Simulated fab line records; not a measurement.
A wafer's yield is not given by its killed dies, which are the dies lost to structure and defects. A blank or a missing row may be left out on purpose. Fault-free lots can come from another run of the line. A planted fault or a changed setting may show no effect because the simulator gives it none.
fab line records    flow sky130
record lots=7  wafers=21  last_day=50
route steps=708 shown METAL2@495 VIA2@507 PAD_OPEN@708
lots with no fault: from the same line, run without faults
start_h: hours from the record's first day to the start of the lot's first wafer shown    wait_h: time in hours since the lot's previous step    " identical to the entry in the row above    L1.1+2: several wafers, shown together as one row    - either no value or no given start    * or withheld: withheld    < > ~ a bound
route shown NAME@n: names a module that has steps shown in the file, with the first one's number in the route    usual: the fault-free wafers' mean and standard deviation    same: alike in all rows    chamber/n: place in a boat    sites: per-site readings    _std_site: standard deviation of those values    _edge_site: mean of outer sites minus mean of inner sites    radius_mm: for every site, how far away it sits from the centre of the wafer    mask NAME#n: copy n    behind: tool/chamber where the wafer was last shaped    hold: why the lot went on hold/how many hours it stayed there/how the hold came to an end    device: which transistor (n, p or np) failed to switch    end of line: the tests these same wafers got at the end of their route    a step given without rows: its recipe and nothing more    killed: dies lost to structure and defects at the first sort, not the wafer's yield    map: per-die view of a wafer (x killed, . not killed, _ where there is no die)
set.NAME: setting as actually run; set.NAME@STEP: the setting as run at that earlier step    model.NAME: the simulator's own value behind a step, which no gauge read
lots at selected steps of the route; one table per step, one row per wafer
services: the hour from which a tool's chamber was out of use, counted from the record's first day as start_h (under 0 if before that day), plus the number of hours and why
## steps
# step SKY_METAL2_EXPOSE_12
# recipe mask_id=MM2  na=0.8  source_shape=annular  sigma_inner=0.55  sigma_outer=0.85  target_cd_nm=140  dose_mj=28
# step SKY_METAL2_PEB_13
# recipe peb_temp_c=withheld  peb_time_s=withheld  resist=KrF-thick
# step SKY_METAL2_DEVELOP_14
# recipe develop_time_s=60  resist=KrF-thick  dev_temp_c=21
# step SKY_METAL2_CD_MEAS_15
# recipe target_cd_nm=140
# usual cd_nm=140.0/1.4
lot.wafer  tool       chamber  start_h  wait_h  cd_nm
L811.1     cd_sem-02  -        870.19   -       137.9
L811.2     "          -        "        "       138.7
L811.4     "          -        "        "       137.9
L812.1     cd_sem-02  -        897.64   -       140.8
L812.3     "          -        "        "       141.1
L812.4     "          -        "        "       140.9
L818.1     cd_sem-01  -        946.04   -       137.9
L818.3     "          -        "        "       138.2
L818.5     "          -        "        "       138.7
L821.1     cd_sem-01  -        947.64   -       142.5
L821.2     "          -        "        "       142.1
L821.3     "          -        "        "       142.6
L822.1     cd_sem-01  -        953.24   -       139.5
L822.2     "          -        "        "       140.5
L822.6     "          -        "        "       140.7
L826.2     cd_sem-01  -        976.41   -       138.1
L826.3     "          -        "        "       139.0
L826.4     "          -        "        "       138.2
L828.2     cd_sem-02  -        989.11   -       138.8
L828.3     "          -        "        "       138.9
L828.4     "          -        "        "       139.8
# step SKY_METAL2_OVL_MEAS_16
# usual METAL2_OVL=-3/5.6
lot.wafer  tool        chamber  start_h  wait_h  METAL2_OVL[nm]
L811.1     overlay-01  -        870.31   0.1     -9
L811.2     "           -        "        "       -2
L811.4     "           -        "        "       -5
L812.1     overlay-02  -        897.76   0.1     -8
L812.3     "           -        "        "       -4
L812.4     "           -        "        "       -7
L818.1     overlay-01  -        946.16   0.1     4
L818.3     "           -        "        "       2
L818.5     "           -        "        "       5
L821.1     overlay-02  -        947.76   0.1     0
L821.2     "           -        "        "       -11
L821.3     "           -        "        "       -4
L822.1     overlay-01  -        953.36   0.1     1
L822.2     "           -        "        "       4
L822.6     "           -        "        "       10
L826.2     overlay-01  -        976.52   0.1     2
L826.3     "           -        "        "       2
L826.4     "           -        "        "       5
L828.2     overlay-02  -        989.21   0.1     3
L828.3     "           -        "        "       -4
L828.4     "           -        "        "       -7
# step SKY_METAL2_DESCUM_17
# recipe chemistry=O2  source_power_w=150  bias_power_w=0  pressure_mtorr=10  temp_c=40  time_s=8
# usual drypump_motor_current_A=5.9/0.52  oes_product_au=1.000/0.0094  temp_c=40.00/0.12
lot.wafer  tool          chamber  start_h  wait_h  drypump_motor_current_A  oes_product_au  rf_hours_counter_h  temp_c
L811.1     rie_metal-03  0        870.34   0.0     6.4                      1.027           0                   40.11
L811.2     "             1        "        "       6.6                      1.005           9                   40.03
L811.4     "             1        "        "       6.6                      1.007           -                   40.17
L812.1     rie_metal-04  0        897.79   0.0     5.8                      1.000           9                   39.98
L812.3     "             0        "        "       5.8                      1.003           -                   39.88
L812.4     "             0        "        "       5.8                      1.007           -                   40.03
L818.1     rie_metal-04  1        946.19   0.0     6.4                      0.993           1                   39.84
L818.3     "             1        "        "       6.4                      0.981           -                   39.88
L818.5     "             1        "        "       6.4                      0.984           -                   39.77
L821.1     rie_metal-03  0        947.79   0.0     6.4                      1.002           3                   39.94
L821.2     "             1        "        "       6.6                      1.003           12                  39.95
L821.3     "             0        "        "       6.4                      1.011           -                   39.91
L822.1     rie_metal-03  0        953.40   0.0     6.4                      1.013           4                   40.17
L822.2     "             1        "        "       6.6                      0.994           13                  39.85
L822.6     "             0        "        "       6.4                      1.011           -                   40.03
L826.2     rie_metal-03  0        976.55   0.0     6.4                      1.032           5                   40.04
L826.3     "             0        "        "       6.4                      1.019           -                   40.05
L826.4     "             1        "        "       6.6                      0.996           -                   40.05
L828.2     rie_metal-02  0        989.24   0.0     5.0                      0.990           9                   40.17
L828.3     "             1        "        "       5.9                      0.993           -                   39.83
L828.4     "             0        "        "       5.0                      0.992           -                   40.26
# step SKY_METAL2_ETCH_18
# recipe chemistry=N2/H2  target=BARC  ion_energy_ev=200  bias_w=100  pressure_mtorr=30  n2_flow_sccm=100  h2_flow_sccm=200  icp_w=500  stop_on=SiO2  time_s=45.9  target_depth_a=600
# usual drypump_motor_current_A=5.9/0.53  oes_product_au=0.854/0.0046  throttle_valve_pct=13.225/0.0088
lot.wafer  tool          chamber  start_h  wait_h  drypump_motor_current_A  oes_product_au  rf_hours_counter_h  throttle_valve_pct
L811.1     rie_metal-03  0        870.37   0.0     6.4                      0.851           0                   13.227
L811.2     "             1        "        "       6.6                      0.856           9                   13.222
L811.4     "             1        "        "       6.6                      0.854           -                   13.215
L812.1     rie_metal-04  0        897.86   0.1     5.8                      0.856           9                   13.232
L812.3     "             0        "        "       5.7                      0.854           -                   13.225
L812.4     "             0        "        "       5.7                      0.843           -                   13.234
L818.1     rie_metal-04  1        946.22   0.0     6.4                      0.856           1                   13.222
L818.3     "             1        "        "       6.5                      0.863           -                   13.234
L818.5     "             1        "        "       6.4                      0.855           -                   13.223
L821.1     rie_metal-03  0        947.82   0.0     6.4                      0.862           3                   13.237
L821.2     "             1        "        "       6.6                      0.845           12                  13.212
L821.3     "             0        "        "       6.4                      0.854           -                   13.237
L822.1     rie_metal-03  0        953.43   0.0     6.4                      0.850           4                   13.224
L822.2     "             1        "        "       6.6                      0.858           13                  13.219
L822.6     "             0        "        "       6.4                      0.859           -                   13.218
L826.2     rie_metal-03  0        976.58   0.0     6.4                      0.855           5                   13.230
L826.3     "             0        "        "       6.4                      0.854           -                   13.221
L826.4     "             1        "        "       6.6                      0.849           -                   13.237
L828.2     rie_metal-02  0        989.28   0.0     5.0                      0.855           9                   13.240
L828.3     "             1        "        "       6.0                      0.850           -                   13.212
L828.4     "             0        "        "       5.0                      0.853           -                   13.218
# step SKY_METAL2_METAL_ETCH_19
# recipe target_depth_a=3600  stop_on=SiO2  over_etch_frac=0.3  time_s=78  chemistry=Cl2/BCl3  resist_sidewall_deg=88  pressure_mtorr=10  icp_w=900  bias_w=48.5  Cl2_flow_sccm=60  bcl3_flow_sccm=30
# usual drypump_motor_current_A=5.9/0.52  oes_product_au=0.854/0.0059  throttle_valve_pct=22.264/0.0092
lot.wafer  tool          chamber  start_h  wait_h  drypump_motor_current_A  oes_product_au  rf_hours_counter_h  throttle_valve_pct
L811.1     rie_metal-03  0        870.44   0.0     6.4                      0.853           0                   22.271
L811.2     "             1        "        "       6.6                      0.861           9                   22.267
L811.4     "             1        "        "       6.6                      0.852           -                   22.263
L812.1     rie_metal-04  0        897.98   0.1     5.7                      0.856           9                   22.273
L812.3     "             0        "        "       5.7                      0.848           -                   22.269
L812.4     "             0        "        "       5.7                      0.857           -                   22.267
L818.1     rie_metal-04  1        946.29   0.0     6.4                      0.857           1                   22.262
L818.3     "             1        "        "       6.4                      0.866           -                   22.270
L818.5     "             1        "        "       6.5                      0.852           -                   22.264
L821.1     rie_metal-03  0        947.89   0.0     6.4                      0.845           3                   22.254
L821.2     "             1        "        "       6.6                      0.844           12                  22.252
L821.3     "             0        "        "       6.4                      0.851           -                   22.259
L822.1     rie_metal-03  0        953.49   0.0     6.4                      0.843           4                   22.263
L822.2     "             1        "        "       6.6                      0.851           13                  22.261
L822.6     "             0        "        "       6.4                      0.855           -                   22.268
L826.2     rie_metal-03  0        976.64   0.0     6.4                      0.857           5                   22.260
L826.3     "             0        "        "       6.4                      0.864           -                   22.259
L826.4     "             1        "        "       6.6                      0.861           -                   22.281
L828.2     rie_metal-02  0        989.34   0.0     5.0                      0.853           9                   22.252
L828.3     "             1        "        "       5.9                      0.863           -                   22.279
L828.4     "             0        "        "       5.0                      0.869           -                   22.251
# step SKY_METAL2_STRIP_20
# recipe chemistry=O2/N2  power_w=1400  pressure_mtorr=1500  platen_temp_c=withheld  o2_flow_sccm=3000  n2_flow_sccm=300  overash_fraction=0.5
# usual drypump_motor_current_A=5.7/0.39  oes_product_au=0.342/0.0045  strip_time_to_endpoint_s=2.69/0.04
lot.wafer  tool             chamber  start_h  wait_h  drypump_motor_current_A  oes_product_au  rf_hours_counter_h  strip_time_to_endpoint_s
L811.1     plasma_asher-04  0        870.53   0.1     5.5                      0.342           11                  2.64
L811.2     "                1        "        "       5.7                      0.341           11                  2.69
L811.4     "                0        "        "       5.6                      0.343           -                   2.71
L812.1     plasma_asher-01  0        898.16   0.1     5.1                      0.338           74                  2.69
L812.3     "                1        "        "       6.0                      0.346           -                   2.71
L812.4     "                0        "        "       5.1                      0.342           -                   2.71
L818.1     plasma_asher-02  0        946.38   0.1     6.4                      0.338           107                 2.74
L818.3     "                0        "        "       6.4                      0.339           -                   2.70
L818.5     "                0        "        "       6.4                      0.346           -                   2.73
L821.1     plasma_asher-01  0        947.98   0.1     5.0                      0.341           79                  2.60
L821.2     "                1        "        "       5.9                      0.341           79                  2.70
L821.3     "                1        "        "       6.0                      0.339           -                   2.63
L822.1     plasma_asher-01  1        953.58   0.1     5.9                      0.335           80                  2.59
L822.2     "                0        "        "       5.1                      0.351           80                  2.63
L822.6     "                1        "        "       5.9                      0.337           -                   2.57
L826.2     plasma_asher-04  0        976.73   0.1     5.6                      0.334           21                  2.60
L826.3     "                0        "        "       5.5                      0.333           -                   2.58
L826.4     "                1        "        "       5.6                      0.341           -                   2.71
L828.2     plasma_asher-01  1        989.43   0.1     5.9                      0.342           83                  2.66
L828.3     "                0        "        "       5.1                      0.348           -                   2.70
L828.4     "                1        "        "       5.9                      0.334           -                   2.66
# step SKY_METAL2_STRIP_21
# recipe chemistry=post_etch_residue_remover  time_s=1200  temp_c=72.5
# step SKY_METAL2_CLEAN_22
# recipe chemistry=IPA  time_s=180  temp_c=25
# step SKY_METAL2_CLEAN_23
# recipe chemistry=O3/DIW  dry=n2_spin
# step SKY_VIA2_HDPCVD_00
# recipe material=SiO2  target_thk_nm=1180  sigma_open_frac=0.3  time_s=196.7  temp_c=400  sih4_flow_sccm=60  pressure_mtorr=6
lot.wafer  tool       chamber  start_h  wait_h  model.SiO2_of_VIA2_HDPCVD_00.thk_nm
L811.1     hdpcvd-01  2        871.17   0.0     1170
L811.2     "          1        "        "       1167
L811.4     "          0        "        "       1162
L812.1     hdpcvd-02  2        898.79   0.0     1183
L812.3     "          0        "        "       1188
L812.4     "          2        "        "       1206
L818.1     hdpcvd-02  0        946.99   0.0     1190
L818.3     "          1        "        "       2169
L818.5     "          0        "        "       1189
L821.1     hdpcvd-02  1        948.69   0.0     2173
L821.2     "          0        "        "       1178
L821.3     "          2        "        "       1182
L822.1     hdpcvd-02  0        954.18   0.0     1191
L822.2     "          1        "        "       2180
L822.6     "          0        "        "       1187
L826.2     hdpcvd-01  0        977.32   0.0     1159
L826.3     "          1        "        "       1174
L826.4     "          1        "        "       1180
L828.2     hdpcvd-01  2        990.05   0.0     1178
L828.3     "          0        "        "       1202
L828.4     "          2        "        "       1181
# step SKY_VIA2_THK_MEAS_01
# recipe reads=SiO2_of_VIA2_HDPCVD_00
# usual VIA2_HDPCVD_THK=1181/11
lot.wafer  tool           chamber  start_h  wait_h  VIA2_HDPCVD_THK[nm]
L811.1     film_metro-01  -        871.30   0.1     1170
L811.2     "              -        "        "       1167
L811.4     "              -        "        "       1160
L812.1     film_metro-04  -        898.92   0.1     1183
L812.3     "              -        "        "       1189
L812.4     "              -        "        "       1206
L818.1     film_metro-01  -        947.12   0.1     1190
L818.3     "              -        "        "       2170
L818.5     "              -        "        "       1188
L821.1     film_metro-01  -        948.82   0.1     2173
L821.2     "              -        "        "       1178
L821.3     "              -        "        "       1181
L822.1     film_metro-03  -        954.30   0.1     1191
L822.2     "              -        "        "       2180
L822.6     "              -        "        "       1187
L826.2     film_metro-04  -        977.46   0.1     1159
L826.3     "              -        "        "       1174
L826.4     "              -        "        "       1179
L828.2     film_metro-01  -        990.19   0.1     1180
L828.3     "              -        "        "       1203
L828.4     "              -        "        "       1182
# step SKY_VIA2_CMP_02
# recipe material=SiO2  down_force_psi=4  platen_rpm=60  pad_velocity_m_s=0.94248
# usual motor_current_A=12.1/1.2  platen_rpm=60.00/0.043
lot.wafer  tool    chamber  start_h  wait_h  motor_current_A  platen_rpm
L811.4     cmp-01  0        871.36   0.0     11.7             59.99
L811.1     "       2        "        "       14.9             60.06
L811.2     "       3        "        "       11.8             59.92
L812.4     cmp-01  0        898.98   0.0     12.0             59.99
L812.1     "       2        "        "       15.3             59.95
L812.3     "       3        "        "       11.5             60.03
L818.1     cmp-02  2        947.28   0.1     10.9             60.00
L818.3     "       3        "        "       11.4             60.09
L818.5     "       1        "        "       10.4             60.04
L821.3     cmp-02  3        948.88   0.0     12.2             59.99
L821.2     "       1        "        "       11.2             59.99
L821.1     "       2        "        "       11.3             60.03
L822.1     cmp-02  3        954.41   0.1     11.5             59.98
L822.2     "       1        "        "       11.5             59.98
L822.6     "       3        "        "       11.3             60.00
L826.4     cmp-02  1        977.56   0.1     11.1             60.05
L826.3     "       2        "        "       10.7             60.05
L826.2     "       3        "        "       12.1             60.05
L828.2     cmp-01  2        990.24   0.0     15.1             60.03
L828.4     "       3        "        "       10.9             59.99
L828.3     "       1        "        "       12.5             59.99
# step SKY_PAD_OPEN_PROBE_99
# usual defect_limited_yield=82.6/2.2  killed_at_M0_to_M3=44/8.6  killed_at_M4_up=3.4/1.9  killed_at_contacts=23/5.7  killed_at_front_end=15/4.5  killed_at_other=0.4/0.62  killed_dies=86/11  killed_open=46/7.6  killed_short=39/6.3  sort_bin_3_pad_short=0.9/0.43  sort_bin_5_function=10.2/1.7  sort_bin_6_memory=6.3/1.2  sort_n_pass=406/11  sort_yield_pct=82.6/2.2
# same gross_dies=492  killed_at_back_side=0  sort_bin_4_leakage[%]=0  sort_bin_8_speed[%]=0
lot.wafer  tool       chamber  start_h  wait_h  defect_limited_yield[%]  killed_at_M0_to_M3  killed_at_M4_up  killed_at_contacts  killed_at_front_end  killed_at_other  killed_dies  killed_open  killed_short  sort_bin_3_pad_short[%]  sort_bin_5_function[%]  sort_bin_6_memory[%]  sort_n_pass  sort_yield_pct[%]
L812.1     prober-01  -        1138.46  0.1     83.7                     48                  4                13                  15                   0                80           37           42            0.2                      9.6                     6.5                   412          83.7
L812.3     prober-01  -        1138.56  0.2     81.5                     55                  2                20                  14                   0                91           49           42            0.6                      12.0                    5.9                   401          81.5
L812.4     prober-01  -        1138.61  0.2     86.2                     37                  1                18                  12                   0                68           42           25            0.6                      7.9                     5.3                   424          86.2
L818.1     prober-02  -        1174.29  0.1     82.9                     43                  2                28                  11                   0                84           48           36            0.8                      9.6                     6.7                   408          82.9
L818.3     prober-02  -        1174.39  0.2     79.9                     47                  2                42                  8                    0                99           56           43            0.8                      13.4                    5.9                   393          79.9
L818.5     prober-02  -        1174.49  0.2     83.9                     35                  3                27                  14                   0                79           42           34            0.8                      9.8                     5.5                   413          83.9
L821.1     prober-02  -        1175.13  0.1     85.8                     33                  2                24                  10                   1                70           30           38            0.2                      9.1                     4.9                   422          85.8
L821.2     prober-02  -        1175.18  0.1     83.1                     40                  11               19                  13                   0                83           48           35            1.0                      10.4                    5.5                   409          83.1
L821.3     prober-02  -        1175.23  0.2     82.3                     45                  5                21                  15                   1                87           47           38            0.8                      10.2                    6.7                   405          82.3
L822.1     prober-01  -        1180.14  0.1     79.7                     61                  2                24                  13                   0                100          49           51            0.6                      11.4                    8.3                   392          79.7
L822.2     prober-01  -        1180.19  0.1     77.2                     61                  3                28                  20                   0                112          66           46            1.6                      13.0                    8.1                   380          77.2
L822.6     prober-01  -        1180.39  0.2     84.3                     30                  7                19                  20                   1                77           44           33            0.2                      10.4                    5.1                   415          84.3
L826.2     prober-01  -        1194.97  0.1     82.7                     45                  5                18                  17                   0                85           52           33            0.2                      10.4                    6.7                   407          82.7
L826.3     prober-01  -        1195.02  0.2     84.1                     39                  3                22                  13                   1                78           43           34            1.2                      9.3                     5.3                   414          84.1
L826.4     prober-01  -        1195.07  0.2     87.6                     33                  2                15                  10                   1                61           34           27            0.4                      6.7                     5.3                   431          87.6
L828.2     prober-01  -        1202.02  0.1     84.1                     26                  7                31                  14                   0                78           44           33            1.2                      8.7                     5.9                   414          84.1
L828.3     prober-01  -        1202.07  0.2     77.8                     45                  4                32                  28                   0                109          52           56            1.0                      13.8                    7.3                   383          77.8
L828.4     prober-01  -        1202.12  0.2     79.1                     50                  4                36                  13                   0                103          58           44            0.8                      11.8                    8.3                   389          79.1
# killed by level:class
L812.1 VIA1:geometric_particle:open=9 VIA2:geometric_particle:open=9 VIA3:geometric_particle:open=7 VIA1:geometric_particle:short=7 FIELD_ISO:geometric_particle:short=6 METAL1:geometric_particle:short=5 VIA3:geometric_particle:short=4 METAL4:geometric_particle:short=4
L812.3 VIA1:geometric_particle:open=12 VIA2:geometric_particle:open=8 CONTACT:geometric_particle:short=7 VIA3:geometric_particle:open=7 POLY_GATE:geometric_particle:open=6 CONTACT:geometric_particle:open=6 VIA2:geometric_particle:short=6 VIA1:geometric_particle:short=6
L812.4 VIA1:geometric_particle:open=14 CONTACT:geometric_particle:open=8 VIA2:geometric_particle:open=6 FIELD_ISO:geometric_particle:open=4 LI_CONTACT:geometric_particle:open=4 METAL2:geometric_particle:short=4 METAL1:geometric_particle:short=4 VIA3:geometric_particle:open=4
L818.1 VIA3:geometric_particle:open=13 VIA2:geometric_particle:open=10 CONTACT:geometric_particle:short=8 CONTACT:geometric_particle:open=7 LI_CONTACT:geometric_particle:open=6 METAL2:geometric_particle:short=4 LOCAL_INTERCONNECT:geometric_particle:short=4 VIA1:geometric_particle:open=4
L818.3 VIA1:geometric_particle:open=11 CONTACT:geometric_particle:open=10 VIA2:geometric_particle:open=10 LI_CONTACT:geometric_particle:short=9 VIA3:geometric_particle:open=8 CONTACT:geometric_particle:short=7 METAL2:geometric_particle:short=7 LOCAL_INTERCONNECT:geometric_particle:short=6
L818.5 CONTACT:geometric_particle:open=10 VIA3:geometric_particle:open=8 POLY_GATE:geometric_particle:short=5 LI_CONTACT:geometric_particle:short=5 LI_CONTACT:geometric_particle:open=5 VIA2:geometric_particle:open=5 VIA1:geometric_particle:open=5 POLY_GATE:geometric_particle:open=4
L821.1 LI_CONTACT:geometric_particle:open=8 CONTACT:geometric_particle:short=7 METAL1:geometric_particle:short=7 VIA3:geometric_particle:open=6 VIA2:geometric_particle:open=5 LOCAL_INTERCONNECT:geometric_particle:short=4 VIA1:geometric_particle:open=4 FIELD_ISO:geometric_particle:open=3
L821.2 METAL1:geometric_particle:short=9 VIA1:geometric_particle:open=9 CONTACT:geometric_particle:open=7 METAL4:geometric_particle:short=7 FIELD_ISO:geometric_particle:open=6 LI_CONTACT:geometric_particle:open=6 VIA2:geometric_particle:open=6 METAL2:geometric_particle:short=4
L821.3 VIA1:geometric_particle:open=8 METAL1:geometric_particle:short=7 METAL2:geometric_particle:short=7 FIELD_ISO:geometric_particle:open=6 LI_CONTACT:geometric_particle:open=6 VIA3:geometric_particle:open=6 VIA2:geometric_particle:open=6 CONTACT:geometric_particle:open=5
L822.1 VIA3:geometric_particle:open=12 METAL1:geometric_particle:short=8 VIA1:geometric_particle:open=8 LI_CONTACT:geometric_particle:open=7 METAL2:geometric_particle:short=6 VIA1:geometric_particle:short=6 CONTACT:geometric_particle:open=5 METAL3:geometric_particle:short=5
L822.2 VIA1:geometric_particle:open=20 CONTACT:geometric_particle:open=15 VIA2:geometric_particle:open=9 VIA3:geometric_particle:open=8 VIA2:geometric_particle:short=6 FIELD_ISO:geometric_particle:open=5 POLY_GATE:geometric_particle:open=5 LI_CONTACT:geometric_particle:short=5
L822.6 VIA2:geometric_particle:open=11 CONTACT:geometric_particle:open=9 CONTACT:geometric_particle:short=7 POLY_GATE:geometric_particle:open=5 METAL2:geometric_particle:short=5 FIELD_ISO:geometric_particle:open=4 FIELD_ISO:geometric_particle:short=4 METAL4:geometric_particle:short=4
L826.2 VIA1:geometric_particle:open=11 VIA2:geometric_particle:open=9 LI_CONTACT:geometric_particle:open=8 METAL3:geometric_particle:short=6 POLY_GATE:geometric_particle:open=5 METAL2:geometric_particle:short=5 FIELD_ISO:geometric_particle:open=4 METAL1:geometric_particle:short=4
L826.3 CONTACT:geometric_particle:open=9 METAL1:geometric_particle:short=8 VIA1:geometric_particle:open=8 VIA2:geometric_particle:open=7 LI_CONTACT:geometric_particle:open=6 METAL2:geometric_particle:short=6 POLY_GATE:geometric_particle:short=5 VIA2:geometric_particle:short=4
L826.4 LI_CONTACT:geometric_particle:open=5 METAL1:geometric_particle:short=5 METAL2:geometric_particle:short=5 CONTACT:geometric_particle:short=4 CONTACT:geometric_particle:open=4 METAL1:geometric_particle:open=4 VIA1:geometric_particle:open=4 VIA2:geometric_particle:open=4
L828.2 CONTACT:geometric_particle:open=11 LI_CONTACT:geometric_particle:open=10 VIA1:geometric_particle:open=9 METAL4:geometric_particle:short=6 LOCAL_INTERCONNECT:geometric_particle:short=5 CONTACT:geometric_particle:short=5 FIELD_ISO:geometric_particle:open=4 FIELD_ISO:geometric_particle:short=4
L828.3 VIA1:geometric_particle:open=10 LI_CONTACT:geometric_particle:open=9 CONTACT:geometric_particle:open=9 POLY_GATE:geometric_particle:short=8 VIA2:geometric_particle:open=6 FIELD_ISO:geometric_particle:short=5 POLY_GATE:geometric_particle:open=5 LOCAL_INTERCONNECT:geometric_particle:short=5
L828.4 LI_CONTACT:geometric_particle:open=14 VIA1:geometric_particle:open=9 VIA3:geometric_particle:open=9 CONTACT:geometric_particle:open=8 METAL1:geometric_particle:short=7 VIA2:geometric_particle:open=7 LOCAL_INTERCONNECT:geometric_particle:short=5 CONTACT:geometric_particle:short=5
## services
tool             chamber  start_h  hours  kind
rie_metal-03     0        848.19   -      clean
rie_metal-03     0        848.19   20.0   scheduled_down
rie_metal-03     0        848.19   20.0   vent_cycle
rie_metal-04     -        850.53   2.8    pm
hdpcvd-02        -        862.31   2.8    pm
plasma_asher-02  -        881.36   1.2    repair
cmp-02           -        893.84   1.1    repair
rie_metal-04     0        895.52   1.1    repair
rie_metal-02     1        895.60   6.1    repair
rie_metal-04     1        896.66   -      clean
rie_metal-04     1        896.66   15.6   scheduled_down
rie_metal-04     1        896.66   15.6   vent_cycle
plasma_asher-04  -        899.67   3.3    repair
rie_metal-02     -        905.03   1.4    repair
plasma_asher-02  -        908.21   11.7   repair
cmp-02           -        912.49   4.0    pm
cmp-02           -        916.49   -      consumable_replace:conditioner
cmp-02           -        916.49   -      consumable_replace:pad
cmp-01           -        928.37   1.1    repair
hdpcvd-01        -        950.25   15.0   pm
hdpcvd-01        0        950.25   15.0   vent_cycle
plasma_asher-04  -        952.09   2.5    repair
cmp-01           -        973.00   2.0    repair
rie_metal-04     1        984.58   26.9   repair
## key
first_sign step=SKY_VIA2_THK_MEAS_01  reading=VIA2_HDPCVD_THK  direction=up  sigmas=92  usual=1181  struck=2174
effect none on later readings
model_effect step=SKY_VIA2_HDPCVD_00  value=SiO2_of_VIA2_HDPCVD_00.thk_nm  without=1184  struck=2174
met_at SKY_VIA2_HDPCVD_00
struck_wafers L818.3,L821.1,L822.2
fault kind=process_parameter_drift  tool=hdpcvd-02  chamber=1  onset_h=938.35  steps=SKY_VIA2_HDPCVD_00  channel=target_thk_nm  offset=990.31  shape=step  end_h=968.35  acts_in=these_recipes_only  stated=1180
